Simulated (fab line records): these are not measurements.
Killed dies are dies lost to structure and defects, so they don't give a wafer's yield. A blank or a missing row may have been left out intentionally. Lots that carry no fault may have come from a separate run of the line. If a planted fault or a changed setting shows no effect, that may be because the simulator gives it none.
Which tool was responsible? | flow sky130 | Sampling: 13 lots, 39 wafers, 3 of 708 route steps

WHAT THE GAUGES SHOWED, per wafer
SKY_NWELL_THK_MEAS_02.
lot  | measured    | on            | NWELL_OXIDATION_THK (nm)
L291 | day 3 08:15 | film metro-01 | 10.08 10.10 10.04
L292 | day 3 08:19 | film metro-01 | 9.93 9.84 9.86
L293 | day 3 12:07 | film metro-03 | 10.22 9.92 10.14
L294 | day 3 12:39 | film metro-01 | 9.90 9.84 9.72
L295 | day 3 18:20 | film metro-03 | 10.25 10.00 10.23
L296 | day 3 21:53 | film metro-01 | 9.84 9.77 9.89
L297 | day 4 06:14 | film metro-01 | 10.23 10.14 10.10
L300 | day 4 17:04 | film metro-02 | 10.44 10.53 10.35
L301 | day 4 22:26 | film metro-03 | 9.92 10.07 10.10
L302 | day 5 04:56 | film metro-03 | 9.86 9.83 9.92
L310 | day 7 06:19 | film metro-01 | 10.19 9.97 9.82
L311 | day 7 15:29 | film metro-01 | 9.80 9.83 10.02
L312 | day 7 22:22 | film metro-03 | 10.16 10.09 9.99

WHICH TOOL RAN EACH LOT (tool, then ch and the chambers of the sampled wafers, then the start)
lot  | SKY_FIELD_ISO_DEVELOP_12         | SKY_FIELD_ISO_CMP_27
L291 | litho track-02 ch 0, day 2 09:00 | cmp-01 ch 0,1,2, day 3 02:47
L292 | litho track-02 ch 0, day 2 14:00 | cmp-01 ch 0,2, day 3 03:05
L293 | litho track-02 ch 0, day 2 21:00 | cmp-01 ch 0,2,3, day 3 09:45
L294 | litho track-04 ch 0, day 3 01:00 | cmp-02 ch 2,3, day 3 09:53
L295 | litho track-02 ch 0, day 3 12:00 | cmp-01 ch 0,1,3, day 3 16:06
L296 | litho track-01 ch 0, day 3 13:00 | cmp-01 ch 0,3, day 3 17:27
L297 | litho track-02 ch 0, day 3 22:00 | cmp-02 ch 1,3, day 4 03:22
L300 | litho track-04 ch 0, day 4 09:00 | cmp-02 ch 1,2,3, day 4 14:14
L301 | litho track-04 ch 0, day 4 15:00 | cmp-02 ch 0,1,3, day 4 19:56
L302 | litho track-01 ch 0, day 4 20:00 | cmp-01 ch 0,2,3, day 5 02:11
L310 | litho track-01 ch 0, day 6 13:00 | cmp-02 ch 0,3, day 6 20:44
L311 | litho track-01 ch 0, day 6 18:00 | cmp-01 ch 1,3, day 7 09:17
L312 | litho track-02 ch 0, day 6 23:00 | cmp-01 ch 2,3, day 7 16:59
- SKY_FIELD_ISO_DEVELOP_12: develop time 60 s.
- SKY_FIELD_ISO_CMP_27: polishes, stops on Si3N4, t overpolish 16 s, target thk 457.8 nm.

AS READ BY THE TOOLS THEMSELVES (means over the sampled wafers that have a number; for cases with no such wafer, the mark the record gives instead)
SKY_FIELD_ISO_DEVELOP_12.
lot  | tool           | developer temp C (C)
L291 | litho track-02 | 20.84
L292 | litho track-02 | 20.88
L293 | litho track-02 | 21.02
L294 | litho track-04 | 20.81
L295 | litho track-02 | 20.96
L296 | litho track-01 | 21.00
L297 | litho track-02 | 21.01
L300 | litho track-04 | 20.99
L301 | litho track-04 | 20.84
L302 | litho track-01 | 21.00
L310 | litho track-01 | 20.28
L311 | litho track-01 | 20.15
L312 | litho track-02 | 20.96

SKY_FIELD_ISO_CMP_27.
lot  | tool   | motor current A (A) | overpolish run s (s) | time to endpoint s (s)
L291 | cmp-01 | 13.0                | 15.996               | 111
L292 | cmp-01 | 12.5                | 16.000               | 113
L293 | cmp-01 | 12.3                | 16.003               | 112
L294 | cmp-02 | 13.0                | 16.006               | 111
L295 | cmp-01 | 12.1                | 16.003               | 109
L296 | cmp-01 | 12.6                | 15.990               | 105
L297 | cmp-02 | 13.1                | 15.999               | 113
L300 | cmp-02 | 12.9                | 15.997               | 109
L301 | cmp-02 | 12.1                | 16.003               | 111
L302 | cmp-01 | 12.0                | 15.994               | 114
L310 | cmp-02 | 12.1                | 15.996               | 111
L311 | cmp-01 | 10.6                | 15.997               | 115
L312 | cmp-01 | 10.7                | 16.001               | 117

THE ANSWER, worked out from the rows above alone
Rule: what is usual is taken from the lots themselves. Put in order of their means at a reading, lots are off if they are a third of the lots or fewer, leave a main group of 4 or more, and stand apart from it by a gap of 3 or more times the standard deviation of the main group's means; of several such gaps the widest counts. Not used: any main group whose means are identical at the precision the tables above print for the reading. A lot without any number at a reading at which 4 lots or more have one is off too. All remaining lots with rows at the step are treated as sound. After the gauges, taken in route order, come the tools' own readings; for these a lot's mean is taken, as printed above. The first step at which some lot is off is used, and at that step the reading that is off furthest; a lot without a number counts as furthest.
Off: L310, L311 (SKY_FIELD_ISO_DEVELOP_12, developer temp C). The main group: mean 20.94 C, standard deviation 0.075.
If a tool, at that step or one of the process steps before it, ran each lot that is off and ran no sound lot following the first of them, it fits. One fits: SKY_FIELD_ISO_DEVELOP_12 on litho track-01. A fault onset in the window from L302 (day 4 20:00, its last sound lot) to L310 (day 6 13:00, its first lot off) fits.
The tool's own readings at SKY_FIELD_ISO_DEVELOP_12 bear it out: on the lots that are off they differ by more than 5 times the standard deviation of the sound lots' means. developer temp C reads 20.21 C there against 20.94 C on the sound lots.

WHAT THE SIMULATOR PUT IN
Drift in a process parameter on litho track-01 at SKY_FIELD_ISO_DEVELOP_12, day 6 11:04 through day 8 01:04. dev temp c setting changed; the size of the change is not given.
Lots struck among those shown: L310, L311. The rule above reached the same finding.
